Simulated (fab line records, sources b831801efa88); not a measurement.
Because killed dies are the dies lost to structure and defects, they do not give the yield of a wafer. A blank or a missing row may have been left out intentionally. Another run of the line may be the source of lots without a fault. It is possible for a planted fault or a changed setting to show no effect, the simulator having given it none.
A single fault, viewed from 2 desks | flow sky130 | each desk holds nothing but its own numbers, with what lay behind them at the end

## FROM THE METROLOGY DESK
What the gauges read, lot by lot, whatever tool the lot ran on: means of the sampled wafers that have a number. The brackets show how far a lot's mean lies from the usual mean; more than 4 standard deviations puts the lot out of limits, marked OUT.
Columns: A = NWELL_2_TW at SKY_NWELL_TW_MEAS_26, usual 498; B = SONOS_ONO_OVL at SKY_SONOS_ONO_OVL_MEAS_14, usual -0.5 nm; C = SPACER_CVD_00_THK at SKY_SPACER_THK_MEAS_01, usual 43.2 nm; D = cd-nm at SKY_LOCAL_INTERCONNECT_CD_MEAS_11, usual 170.5 nm
lot  | first seen here | A   | B    | C    | D
L397 | day 5 13:32     | 496 | 1.2  | 42.8 | 170.6
L398 | day 5 21:51     | 502 | -1.0 | 42.9 | 169.3
L400 | day 7 02:27     | 500 | -1.8 | 43.8 | 170.3
L402 | day 7 03:08     | 499 | 1.9  | 43.6 | 170.0
L401 | day 7 04:55     | 499 | -0.5 | 42.5 | 168.1
L404 | day 7 11:49     | 496 | -0.7 | 43.2 | 170.7
L405 | day 7 15:01     | 500 | -1.2 | 43.8 | 169.2
L406 | day 7 17:32     | 499 | -2.1 | 43.6 | 170.5
L407 | day 8 02:46     | 503 | -1.4 | 42.8 | 169.5
L408 | day 8 11:54     | 493 | -0.1 | 44.1 | 145.0 (-20) OUT
L409 | day 8 16:56     | 495 | -0.4 | 44.1 | 170.9
L418 | day 11 00:41    | 498 | -1.8 | 43.1 | 170.7
L419 | day 11 08:12    | 499 | -0.5 | 42.3 | 170.3
This desk finds L408 out of limits, L408 being first, at day 34 15:13 (cd-nm at SKY_LOCAL_INTERCONNECT_CD_MEAS_11). L397, L398, L400, L402, L401, L404, L405, L406, L407, L409, L418, L419 stayed within limits.

## DESK OF THE TOOL OWNER: krf-scanner-01
The tool's own readings at SKY_LOCAL_INTERCONNECT_EXPOSE_08 (exposes mask LI1M, target cd 170 nm): means of the sampled wafers that have a number, for each lot that ran on this tool. The brackets show how far a lot's mean lies from the usual mean; more than 4 standard deviations puts the lot out of limits, marked OUT.
Columns: A = focus-offset-nm at SKY_LOCAL_INTERCONNECT_EXPOSE_08, usual -0.1 nm; B = reticle-temp-C at SKY_LOCAL_INTERCONNECT_EXPOSE_08, usual 23.02 C; C = stage-vel-mm-s at SKY_LOCAL_INTERCONNECT_EXPOSE_08, usual 500.00 mm/s
lot  | first seen here | A    | B     | C
L398 | day 30 21:31    | -0.4 | 23.03 | 500.20
L400 | day 32 08:19    | -1.2 | 22.96 | 499.89
L402 | day 32 11:15    | 0.1  | 22.96 | 500.15
L401 | day 32 12:14    | 0.2  | 22.96 | 499.90
L406 | day 33 04:19    | 0.4  | 22.98 | 500.10
L407 | day 33 17:31    | 0.0  | 23.07 | 499.73
L408 | day 34 02:04    | 0.2  | 23.04 | 500.23
L418 | day 37 04:36    | 0.2  | 22.98 | 500.03
Result from this desk: across the 8 lots, nothing is out of limits.

## TAKEN TOGETHER
The metrology desk could have raised an alarm at day 34 15:13, on L408.
The tool owner's desk saw nothing out of limits.
Tool owner's desk: L408 on record, inside its limits.
Of the lots named, all ran SKY_LOCAL_INTERCONNECT_EXPOSE_08 on krf-scanner-01.

## WHAT THE SIMULATOR PUT IN
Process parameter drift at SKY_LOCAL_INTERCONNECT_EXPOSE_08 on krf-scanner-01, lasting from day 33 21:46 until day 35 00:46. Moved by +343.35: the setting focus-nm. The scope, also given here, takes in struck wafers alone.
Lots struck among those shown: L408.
Delay in hours, fault start to first out-of-limits reading, per desk: metrology desk 17.
